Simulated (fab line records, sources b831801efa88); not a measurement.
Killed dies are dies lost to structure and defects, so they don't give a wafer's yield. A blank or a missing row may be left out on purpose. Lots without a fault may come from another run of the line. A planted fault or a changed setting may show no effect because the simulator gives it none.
Chamber matching | flow sky130 | SKY_VIA2_ETCH_15 on rie_diel-01: 4 sister chambers
The step etches SiO2 in C4F8/O2/Ar, stops on TiN, target depth 546 nm, time 84 s. 18 wafers are shown with their chamber, then 9 later ones without.

WAFERS WITH THEIR CHAMBER
wafer  | chamber | oes_product_au (a.u.) | rf_fwd_power_W (W)
L074.4 | 0       | 0.929                 | 1481
L074.5 | 0       | 0.940                 | 1485
L074.6 | 1       | 0.936                 | 1491
L077.4 | 0       | 0.944                 | 1492
L077.5 | 2       | 0.936                 | 1481
L077.6 | 1       | 0.935                 | 1491
L083.2 | 3       | 0.949                 | 1489
L083.3 | 0       | 0.938                 | 1487
L083.4 | 1       | 0.939                 | 1486
L084.2 | 1       | 0.930                 | 1497
L084.3 | 3       | 0.932                 | 1494
L084.5 | 2       | 0.936                 | 1489
L086.2 | 3       | 0.939                 | 1480
L086.4 | 2       | 0.931                 | 1489
L086.5 | 3       | 0.934                 | 1486
L088.1 | 1       | 0.936                 | 1483
L088.4 | 2       | 0.940                 | 1487
L088.5 | 0       | 0.939                 | 1496

SIGNATURES (means of the wafers above)
reading        | chamber 0 | chamber 1 | chamber 2 | chamber 3 | scatter within a chamber
oes_product_au | 0.93800   | 0.93520   | 0.93575   | 0.93850   | 0.0052
rf_fwd_power_W | 1488.20   | 1489.60   | 1486.50   | 1487.25   | 5.34
Rule: a wafer's distance from a chamber is the root of the sum, over the readings, of the square of ((its reading less the chamber's mean) divided by the reading's scatter). The wafer belongs to the nearest chamber; if the next one is less than 2 further off, it can't be placed. The scatter: the root of (the sum of the squares of (reading less its chamber's mean) over the shown wafers, divided by (wafers less chambers)).

WAFERS WITHOUT THEIR CHAMBER
wafer  | oes_product_au (a.u.) | rf_fwd_power_W (W)
L089.3 | 0.945                 | 1489
L089.4 | 0.942                 | 1496
L089.6 | 0.935                 | 1493
L095.2 | 0.936                 | 1489
L095.3 | 0.935                 | 1487
L095.5 | 0.946                 | 1493
L097.1 | 0.942                 | 1484
L097.4 | 0.934                 | 1483
L097.5 | 0.942                 | 1491

WHICH CHAMBER EACH WENT THROUGH
wafer  | from the rows above               | in truth
L089.3 | can't be placed: 3 or 0 or 2 or 1 | 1
L089.4 | can't be placed: 0 or 3 or 1 or 2 | 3
L089.6 | can't be placed: 1 or 0 or 2 or 3 | 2
L095.2 | can't be placed: 1 or 0 or 2 or 3 | 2
L095.3 | can't be placed: 2 or 1 or 0 or 3 | 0
L095.5 | can't be placed: 0 or 3 or 1 or 2 | 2
L097.1 | can't be placed: 3 or 0 or 2 or 1 | 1
L097.4 | can't be placed: 2 or 3 or 0 or 1 | 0
L097.5 | can't be placed: 0 or 3 or 1 or 2 | 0
Placed correctly: 0 of 9. Can't be placed from these rows: 9 (the true chamber is among the candidates in 9). Placed wrongly: 0.
